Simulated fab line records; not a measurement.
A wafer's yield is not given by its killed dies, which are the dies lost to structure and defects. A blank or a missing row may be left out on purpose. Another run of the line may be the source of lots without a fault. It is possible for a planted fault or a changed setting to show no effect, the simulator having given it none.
Matching of chambers -- flow gf180mcu -- 3 sister chambers for GF_V5_CVD_02 on pecvd-04
The step deposits SiO2 from TEOS, target thk 1450 nm, time 163.28 s. 3 wafers are shown with their chamber, then 8 later ones without.

== WAFERS PAIRED WITH THEIR CHAMBERS ==
wafer,chamber,heater power w (W)
L092.2,0,789
L092.3,1,593
L094.1,2,716

== WAFERS WITHOUT THEIR CHAMBER ==
wafer,heater power w (W)
L094.2,644
L094.3,701
L097.1,591
L097.2,750
L097.3,738
L097.4,643
L097.5,629
L097.6,613

== CHAMBER TAKEN BY EACH ==
wafer,from the rows above,in truth
L094.2,can't be placed: 1 or 2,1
L094.3,2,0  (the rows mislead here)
L097.1,1,1
L097.2,can't be placed: 2 or 0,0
L097.3,can't be placed: 2 or 0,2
L097.4,can't be placed: 1 or 2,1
L097.5,can't be placed: 1 or 2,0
L097.6,1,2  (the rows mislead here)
Correct placement for 1 of the 8. From these rows, 5 cannot be placed; in 4 the true chamber is one of the candidates. Placed wrongly: 2.
How it was worked out, from the rows above alone: a wafer's distance from a chamber is the root of the sum, over the readings, of the square of ((its reading less the chamber's mean) divided by the reading's scatter). The wafer belongs to the nearest chamber; if the next one is less than 2 further off, it can't be placed. A chamber's mean is the mean of its shown wafers. The scatter (one wafer shown for each chamber): square how far every hidden wafer sits from the nearest shown wafer, average those squares and take the square root.
